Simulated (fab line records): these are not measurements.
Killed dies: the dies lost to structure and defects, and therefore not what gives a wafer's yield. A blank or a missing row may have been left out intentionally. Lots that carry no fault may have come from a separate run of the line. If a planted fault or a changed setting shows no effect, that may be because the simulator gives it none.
Chamber matching -- flow sky130 -- SKY_LI_CONTACT_ETCH_15 on rie_diel-03 has 4 sister chambers
The step etches PSG in C4F8/O2/Ar, stops on Si, target depth 600 nm. 18 wafers are shown with their chamber, then 9 later ones without.

== WAFERS WITH THEIR CHAMBER ==
wafer,chamber,oes_product_au (a.u.),bias_w (W)
L077.3,0,0.842,1200
L077.4,1,0.844,1199
L077.5,0,0.837,1204
L086.3,1,0.848,1197
L086.4,2,0.834,1208
L086.6,1,0.843,1199
L087.2,1,0.842,1199
L087.3,2,0.822,1203
L087.5,3,0.838,1204
L088.3,2,0.839,1196
L088.5,2,0.839,1193
L088.6,1,0.837,1199
L090.2,0,0.838,1200
L090.5,1,0.838,1197
L090.6,0,0.838,1199
L093.2,2,0.837,1194
L093.3,1,0.849,1200
L093.5,3,0.844,1202

SIGNATURES (averages over the wafers above)
reading,chamber 0,chamber 1,chamber 2,chamber 3,scatter within a chamber
oes_product_au,0.83875,0.84300,0.83420,0.84100,0.00507
bias_w,1200.75,1198.57,1198.80,1203.00,3.7
Rule: a wafer's distance from a chamber is the root of the sum, over the readings, of the square of ((its reading less the chamber's mean) divided by the reading's scatter). The wafer belongs to the nearest chamber; if the next one is less than 2 further off, it can't be placed. The scatter: take each reading less its chamber's mean, square it, sum over the shown wafers, divide by the number of wafers less the number of chambers, and take the root.

== WAFERS WITH NO CHAMBER GIVEN ==
wafer,oes_product_au (a.u.),bias_w (W)
L094.3,0.838,1197
L094.5,0.827,1198
L094.6,0.835,1200
L096.1,0.835,1198
L096.3,0.832,1198
L096.5,0.839,1197
L097.2,0.832,1197
L097.3,0.840,1201
L097.5,0.841,1201

== THE CHAMBER EACH PASSED THROUGH ==
wafer,from the rows above,in truth
L094.3,can't be placed: 2 or 0 or 1 or 3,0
L094.5,can't be placed: 2 or 0 or 3 or 1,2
L094.6,can't be placed: 2 or 0 or 3 or 1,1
L096.1,can't be placed: 2 or 0 or 1 or 3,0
L096.3,can't be placed: 2 or 0 or 1 or 3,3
L096.5,can't be placed: 1 or 0 or 2 or 3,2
L097.2,can't be placed: 2 or 0 or 1 or 3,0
L097.3,can't be placed: 0 or 3 or 1 or 2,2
L097.5,can't be placed: 0 or 3 or 1 or 2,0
Correctly placed: 0 of 9. Unplaceable from these rows: 9, with the true chamber sitting among the candidates in 9. Placed wrongly: 0.
